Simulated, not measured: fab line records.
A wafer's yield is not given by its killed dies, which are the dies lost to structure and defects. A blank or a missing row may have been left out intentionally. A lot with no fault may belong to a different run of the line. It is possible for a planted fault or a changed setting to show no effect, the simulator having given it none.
Struck lot and sound lot, side by side / flow sky130 / 14 steps out of a route of 708
Sound: the wafers L475.1, L475.3, L475.6. Struck: wafers L473.1, L473.2, L473.3. Last of all comes the cause.
Each step with rows lists, per side, the tool, then ch with its chambers, then its first start. Under that, the readings that differ: sound wafers / struck wafers / difference of the means / sigmas: that difference in standard deviations of wafers without a fault.
alike: a reading whose means differ by less than 2 such deviations, as well as words and numbers matching on both sides. not compared: withheld readings; readings where some wafer has no value; bounds like >300 that might hide an equal value; numbers whose values overlap and for which the record gives no deviation.
Wherever a step has rows on one side only, a row that says differs or no value, or a row with sigmas, the two part there. When numbers do not overlap yet have no deviation, they are printed without sigmas and do not part them. A reading missing from all wafers of one side parts the sides only when that side holds two or more wafers.

first, 5 steps without rows for these wafers: SKY_SD_P_COAT_02 (resist thk 1140 nm); SKY_SD_P_SOFTBAKE_03 (time 60 s); SKY_SD_P_EXPOSE_04 (exposes mask PSDM, target cd 380 nm); SKY_SD_P_PEB_05; SKY_SD_P_DEVELOP_06 (develop time 60 s).
SKY_SD_P_CD_MEAS_07: target cd 380 nm.
  struck on cdSem-01, day 29 02:25; sound on cdSem-01, day 29 15:46
  alike: cdNm
SKY_SD_P_OVL_MEAS_08:
  struck on overlay-02, day 29 02:32; sound on overlay-02, day 29 15:53
  alike: SD_P_OVL
after that, 1 step had no rows for these wafers: SKY_SD_P_IMPLANT_09.
SKY_SD_P_STRIP_10: strips in O2/N2.
  sound on plasmaAsher-03 ch 0,1, day 29 16:04; struck on plasmaAsher-04 ch 0,1, day 29 02:43
  alike: drypumpMotorCurrentA, oesProductAu, stripTimeToEndpointS
  not compared: rfHoursCounterH
SKY_SD_P_TW_MEAS_11:
  struck on filmMetro-04, day 29 02:49; sound on filmMetro-04, day 29 16:10
  alike: SD_P_TW
then, 2 steps without rows for these wafers: SKY_RES_XHIGH_DEHYDRATE_00 (time 60 s); SKY_RES_XHIGH_HMDS_01 (prime time 60 s).
SKY_RES_XHIGH_COAT_02: resist thk 1140 nm.
  struck on lithoTrack-04, day 29 16:54; sound on lithoTrack-04 ch 0, day 30 05:21
  no value came back on the struck wafers for chillPlateTempC (C), dispensePressureKPa (kPa); on the sound wafers chillPlateTempC (C) reads 22.93 22.90 22.80
then, 1 step without rows for these wafers: SKY_RES_XHIGH_SOFTBAKE_03 (time 60 s).

## WHERE THEY PART
At SKY_RES_XHIGH_COAT_02 and nowhere else, as far as this record goes.

WHY: the cause the simulator had injected
Skipped step whole: lithoTrack-04, from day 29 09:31 on, at SKY_RES_XHIGH_COAT_02. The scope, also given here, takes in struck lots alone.
